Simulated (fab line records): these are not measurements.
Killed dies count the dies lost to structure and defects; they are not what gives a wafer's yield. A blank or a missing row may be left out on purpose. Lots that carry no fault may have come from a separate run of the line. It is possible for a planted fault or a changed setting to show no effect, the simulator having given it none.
Chamber matching ; flow sfqLine ; cmp-01 running SFQ_TRILAYER_I2_CMP_CMP_064: 4 sister chambers
The step polishes SiO2. 4 wafers are shown with their chamber, then 8 later ones without.

== WAFERS PAIRED WITH THEIR CHAMBERS ==
wafer;chamber;motorCurrentA (A)
L940.5;1;10.2
L940.6;0;9.9
L947.3;3;10.6
L948.3;2;10.9

== WAFERS WITH NO CHAMBER GIVEN ==
wafer;motorCurrentA (A)
L948.4;10.7
L948.5;10.4
L949.3;9.8
L949.5;9.7
L949.6;11.3
L950.2;10.8
L950.3;10.9
L950.6;10.9

== THE CHAMBER EACH PASSED THROUGH ==
wafer;from the rows above;in truth
L948.4;can't be placed: 3 or 2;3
L948.5;can't be placed: 3 or 1 or 0 or 2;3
L949.3;can't be placed: 0 or 1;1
L949.5;can't be placed: 0 or 1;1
L949.6;can't be placed: 2 or 3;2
L950.2;can't be placed: 2 or 3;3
L950.3;can't be placed: 2 or 3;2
L950.6;can't be placed: 2 or 3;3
Correct placement for 0 of the 8. Cannot be placed on the basis of these rows: 8; the candidates contain the true chamber in 8. Placed wrongly: 0.
How it was worked out, from the rows above alone: a wafer's distance from a chamber is the root of the sum, over the readings, of the square of ((its reading less the chamber's mean) divided by the reading's scatter). If the next closest chamber is less than 2 further off than the closest, the wafer can't be placed; otherwise it belongs to the closest. The mean given for a chamber averages the wafers shown for that chamber. The scatter (one wafer shown for each chamber): square how far every hidden wafer sits from the nearest shown wafer, average those squares and take the square root.
